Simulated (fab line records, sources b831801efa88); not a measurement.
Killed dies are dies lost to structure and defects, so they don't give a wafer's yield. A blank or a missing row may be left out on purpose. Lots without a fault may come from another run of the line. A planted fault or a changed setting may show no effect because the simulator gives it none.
One fault seen from 2 desks | flow gf180mcu | each desk has only its own numbers; what lay behind them comes last

THE METROLOGY DESK
What the gauges read, lot by lot, whatever tool the lot ran on: means of the sampled wafers that have a number. A lot is out of limits, marked OUT, if its mean lies more than 4 standard deviations from the usual mean; the brackets give that distance.
Columns: A = cd_nm at GF_HV_LDD_CD_MEAS_46, usual 399.4 nm; B = HV_LDD_RS at GF_HV_LDD_RS_MEAS_53, usual 418.3 ohm/sq; C = cd_nm at GF_NSD_CD_MEAS_07, usual 399.8 nm
lot  | first seen here | A     | B                | C
L227 | day 12 09:37    | 398.8 | 418.0            | 400.4
L231 | day 14 00:18    | 401.8 | 418.3            | 400.2
L232 | day 14 12:49    | 402.8 | 418.3            | 399.8
L233 | day 14 21:11    | 395.5 | 417.7            | 399.0
L234 | day 15 09:50    | 398.3 | 418.6            | 399.2
L235 | day 15 17:35    | 397.5 | 419.4            | 400.7
L240 | day 17 14:01    | 396.2 | 418.0            | 401.6
L243 | day 18 06:30    | 398.6 | 409.2 (-8.3) OUT | 400.0
L244 | day 18 07:17    | 403.7 | 411.3 (-6.4) OUT | 398.3
L246 | day 19 00:26    | 398.9 | 419.1            | 399.3
L247 | day 19 07:20    | 399.4 | 419.5            | 396.6
L248 | day 19 14:58    | 399.1 | 417.9            | 399.4
L249 | day 20 01:32    | 400.2 | 418.5            | 398.1
This desk's finding: out of limits on L243, L244; first on L243, day 18 07:05 (HV_LDD_RS at GF_HV_LDD_RS_MEAS_53). In limits: L227, L231, L232, L233, L234, L235, L240, L246, L247, L248, L249.

THE TOOL OWNER'S DESK: implanter-02
The tool's own readings at GF_HV_LDD_IMPLANT_36: means of the sampled wafers that have a number, for each lot that ran on this tool. A lot is out of limits, marked OUT, if its mean lies more than 4 standard deviations from the usual mean; the brackets give that distance.
Columns: A = beam_on_s at GF_HV_LDD_IMPLANT_36, usual 9.98 s; B = faraday_current_uA at GF_HV_LDD_IMPLANT_36, usual 42.4
lot  | first seen here | A               | B
L232 | day 13 17:44    | 9.96            | 42.4
L233 | day 14 00:35    | 9.67            | 43.7
L234 | day 14 12:29    | 10.15           | 41.7
L243 | day 17 06:45    | 14.08 (+20) OUT | 30.1 (-15) OUT
L244 | day 17 07:57    | 14.27 (+21) OUT | 29.6 (-15) OUT
This desk's finding: out of limits on L243, L244; first on L243, day 17 06:45 (beam_on_s at GF_HV_LDD_IMPLANT_36). In limits: L232, L233, L234.

PUT TOGETHER
The tool owner's desk could have raised an alarm at day 17 06:45, on L243, L244.
The metrology desk could have raised an alarm at day 18 07:05, on L243, L244.
Of the lots named, all ran GF_HV_LDD_IMPLANT_36 on implanter-02.

WHAT THE SIMULATOR HAD PUT IN
Process parameter drift: implanter-02, from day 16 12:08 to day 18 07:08, at GF_HV_LDD_IMPLANT_36. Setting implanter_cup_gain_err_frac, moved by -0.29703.
Lots struck among those shown: L243, L244.
Hours from the fault's start to each desk's first reading out of limits: the tool owner's desk, 19; the metrology desk, 43.
